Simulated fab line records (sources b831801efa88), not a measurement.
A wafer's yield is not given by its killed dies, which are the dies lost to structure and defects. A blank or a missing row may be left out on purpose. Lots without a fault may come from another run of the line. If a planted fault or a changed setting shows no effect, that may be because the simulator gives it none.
Shared-tool check || flow sky130 || 12 lots and 45 wafers in the sample

## WHY THIS WAS OPENED
Of 12 lots, 3 have the reading PWDE_TW flagged at SKY_PWDE_TW_MEAS_10. No-fault wafers: 379, standard deviation 4.6.
Rule: a lot is flagged in two cases, either no wafer of it has a number, or all its wafers with numbers fall more than 4 standard deviations from that mean. The other lots count as sound.

{"lot": "L400", "measured": "day 3 23:31", "on": "film-metro-03", "PWDE_TW, wafer by wafer": "373 373 374", "flag": ""}
{"lot": "L402", "measured": "day 5 04:54", "on": "film-metro-03", "PWDE_TW, wafer by wafer": "465 464 461 464 465 461", "flag": "FLAGGED"}
{"lot": "L403", "measured": "day 5 05:22", "on": "film-metro-01", "PWDE_TW, wafer by wafer": "384 383 382", "flag": ""}
{"lot": "L406", "measured": "day 5 13:15", "on": "film-metro-02", "PWDE_TW, wafer by wafer": "375 375 374", "flag": ""}
{"lot": "L407", "measured": "day 5 19:16", "on": "film-metro-02", "PWDE_TW, wafer by wafer": "373 374 374", "flag": ""}
{"lot": "L412", "measured": "day 6 21:01", "on": "film-metro-03", "PWDE_TW, wafer by wafer": "466 466 465 466 467 467", "flag": "FLAGGED"}
{"lot": "L413", "measured": "day 7 04:38", "on": "film-metro-03", "PWDE_TW, wafer by wafer": "461 464 466 464 465 466", "flag": "FLAGGED"}
{"lot": "L415", "measured": "day 7 14:55", "on": "film-metro-03", "PWDE_TW, wafer by wafer": "377 377 376", "flag": ""}
{"lot": "L417", "measured": "day 8 00:06", "on": "film-metro-01", "PWDE_TW, wafer by wafer": "384 384 382", "flag": ""}
{"lot": "L418", "measured": "day 8 08:34", "on": "film-metro-01", "PWDE_TW, wafer by wafer": "385 385 385", "flag": ""}
{"lot": "L419", "measured": "day 8 12:28", "on": "film-metro-01", "PWDE_TW, wafer by wafer": "382 380 384", "flag": ""}
{"lot": "L420", "measured": "day 8 17:46", "on": "film-metro-02", "PWDE_TW, wafer by wafer": "374 373 373", "flag": ""}
On average the flagged lots' numbers are 465, which is +86 against the usual, or +19 standard deviations.

## TOOL THAT RAN EACH LOT
The record holds 3 process steps before the reading, out of a route of 708 steps. Each cell gives the tool, then ch followed by the chambers the sampled wafers passed through, then the start.
{"lot": "L400", "flag": "", "SKY_FIELD_ISO_ETCH_17": "rie-si-02 ch 1,2,3, day 2 09:23", "SKY_FIELD_ISO_CMP_27": "cmp-02 ch 0,1,3, day 2 13:32", "SKY_PWDE_IMPLANT_08": "implanter-02 ch 0, day 3 23:17"}
{"lot": "L402", "flag": "FLAGGED", "SKY_FIELD_ISO_ETCH_17": "rie-si-01 ch 0,1,2, day 2 20:50", "SKY_FIELD_ISO_CMP_27": "cmp-01 ch 0,2,3, day 3 11:43", "SKY_PWDE_IMPLANT_08": "implanter-03 ch 0, day 5 04:17"}
{"lot": "L403", "flag": "", "SKY_FIELD_ISO_ETCH_17": "rie-si-01 ch 0,1,2, day 3 00:49", "SKY_FIELD_ISO_CMP_27": "cmp-01 ch 0,3, day 3 12:04", "SKY_PWDE_IMPLANT_08": "implanter-03 ch 0, day 5 05:09"}
{"lot": "L406", "flag": "", "SKY_FIELD_ISO_ETCH_17": "rie-si-02 ch 1,2,3, day 3 18:02", "SKY_FIELD_ISO_CMP_27": "cmp-01 ch 0,1,2, day 3 23:35", "SKY_PWDE_IMPLANT_08": "implanter-02 ch 0, day 5 13:00"}
{"lot": "L407", "flag": "", "SKY_FIELD_ISO_ETCH_17": "rie-si-02 ch 1,3, day 4 03:35", "SKY_FIELD_ISO_CMP_27": "cmp-01 ch 0,3, day 4 06:50", "SKY_PWDE_IMPLANT_08": "implanter-01 ch 0, day 5 19:02"}
{"lot": "L412", "flag": "FLAGGED", "SKY_FIELD_ISO_ETCH_17": "rie-si-02 ch 0,2, day 5 00:49", "SKY_FIELD_ISO_CMP_27": "cmp-02 ch 0,3, day 5 04:55", "SKY_PWDE_IMPLANT_08": "implanter-03 ch 0, day 6 20:28"}
{"lot": "L413", "flag": "FLAGGED", "SKY_FIELD_ISO_ETCH_17": "rie-si-01 ch 1,2, day 5 05:44", "SKY_FIELD_ISO_CMP_27": "cmp-02 ch 1,2, day 5 12:21", "SKY_PWDE_IMPLANT_08": "implanter-03 ch 0, day 7 04:05"}
{"lot": "L415", "flag": "", "SKY_FIELD_ISO_ETCH_17": "rie-si-01 ch 1,2,3, day 5 17:44", "SKY_FIELD_ISO_CMP_27": "cmp-01 ch 0,1,3, day 5 21:38", "SKY_PWDE_IMPLANT_08": "implanter-03 ch 0, day 7 14:40"}
{"lot": "L417", "flag": "", "SKY_FIELD_ISO_ETCH_17": "rie-si-02 ch 1,3, day 6 03:14", "SKY_FIELD_ISO_CMP_27": "cmp-01 ch 0,2,3, day 6 06:31", "SKY_PWDE_IMPLANT_08": "implanter-01 ch 0, day 7 23:51"}
{"lot": "L418", "flag": "", "SKY_FIELD_ISO_ETCH_17": "rie-si-01 ch 2,3, day 6 08:13", "SKY_FIELD_ISO_CMP_27": "cmp-01 ch 1,3, day 6 13:11", "SKY_PWDE_IMPLANT_08": "implanter-02 ch 0, day 8 08:21"}
{"lot": "L419", "flag": "", "SKY_FIELD_ISO_ETCH_17": "rie-si-02 ch 0,3, day 6 13:35", "SKY_FIELD_ISO_CMP_27": "cmp-01 ch 0,2,3, day 6 18:29", "SKY_PWDE_IMPLANT_08": "implanter-01 ch 0, day 8 12:15"}
{"lot": "L420", "flag": "", "SKY_FIELD_ISO_ETCH_17": "rie-si-01 ch 0,2,3, day 6 17:59", "SKY_FIELD_ISO_CMP_27": "cmp-01 ch 1,2, day 6 23:08", "SKY_PWDE_IMPLANT_08": "implanter-02 ch 0, day 8 17:30"}
What these steps do:
- SKY_FIELD_ISO_ETCH_17: etches Si in HBr/Cl2/O2, target depth 342 nm, time 97.7 s.
- SKY_FIELD_ISO_CMP_27: polishes, stops on Si3N4, t overpolish 16 s, target thk 457.8 nm.
- SKY_PWDE_IMPLANT_08
- SKY_PWDE_TW_MEAS_10

## FLAGGED AGAINST TOTAL, ONE TOOL AT A TIME (gauges that did the reading follow at the end)
{"step": "SKY_FIELD_ISO_ETCH_17", "tool": "rie-si-01", "lots run": 6, "flagged": 2, "share of the flagged lots": "some", "sound lots run after its first flagged lot": "4 (L403,L415,L418,L420)"}
{"step": "SKY_FIELD_ISO_ETCH_17", "tool": "rie-si-02", "lots run": 6, "flagged": 1, "share of the flagged lots": "some", "sound lots run after its first flagged lot": "2 (L417,L419)"}
{"step": "SKY_FIELD_ISO_CMP_27", "tool": "cmp-01", "lots run": 9, "flagged": 1, "share of the flagged lots": "some", "sound lots run after its first flagged lot": "8 (L403,L406,L407,L415,L417,L418,L419,L420)"}
{"step": "SKY_FIELD_ISO_CMP_27", "tool": "cmp-02", "lots run": 3, "flagged": 2, "share of the flagged lots": "some", "sound lots run after its first flagged lot": 0}
{"step": "SKY_PWDE_IMPLANT_08", "tool": "implanter-01", "lots run": 3, "flagged": 0, "share of the flagged lots": "none", "sound lots run after its first flagged lot": "-"}
{"step": "SKY_PWDE_IMPLANT_08", "tool": "implanter-02", "lots run": 4, "flagged": 0, "share of the flagged lots": "none", "sound lots run after its first flagged lot": "-"}
{"step": "SKY_PWDE_IMPLANT_08", "tool": "implanter-03", "lots run": 5, "flagged": 3, "share of the flagged lots": "all", "sound lots run after its first flagged lot": "2 (L403,L415)"}
{"step": "SKY_PWDE_TW_MEAS_10", "tool": "film-metro-01", "lots run": 4, "flagged": 0, "share of the flagged lots": "none", "sound lots run after its first flagged lot": "-"}
{"step": "SKY_PWDE_TW_MEAS_10", "tool": "film-metro-02", "lots run": 3, "flagged": 0, "share of the flagged lots": "none", "sound lots run after its first flagged lot": "-"}
{"step": "SKY_PWDE_TW_MEAS_10", "tool": "film-metro-03", "lots run": 5, "flagged": 3, "share of the flagged lots": "all", "sound lots run after its first flagged lot": "1 (L415)"}

## WHAT THE TABLE ALLOWS
Every flagged lot went through 2 rows of the table: implanter-03 at SKY_PWDE_IMPLANT_08 and film-metro-03 at SKY_PWDE_TW_MEAS_10.
- implanter-03 at SKY_PWDE_IMPLANT_08: 3 of its 5 lots flagged. Lots that were sound ran on it after the first flagged one (L403, L415); a persistent fault on the entire tool would not allow that.
- film-metro-03 at SKY_PWDE_TW_MEAS_10: 3 of its 5 lots flagged. Lots that were sound ran on it after the first flagged one (L415); a persistent fault on the entire tool would not allow that.
Not one row of the table ran every flagged lot while running no sound lot after the first.

## WHAT HAD BEEN PUT IN BY THE SIMULATOR
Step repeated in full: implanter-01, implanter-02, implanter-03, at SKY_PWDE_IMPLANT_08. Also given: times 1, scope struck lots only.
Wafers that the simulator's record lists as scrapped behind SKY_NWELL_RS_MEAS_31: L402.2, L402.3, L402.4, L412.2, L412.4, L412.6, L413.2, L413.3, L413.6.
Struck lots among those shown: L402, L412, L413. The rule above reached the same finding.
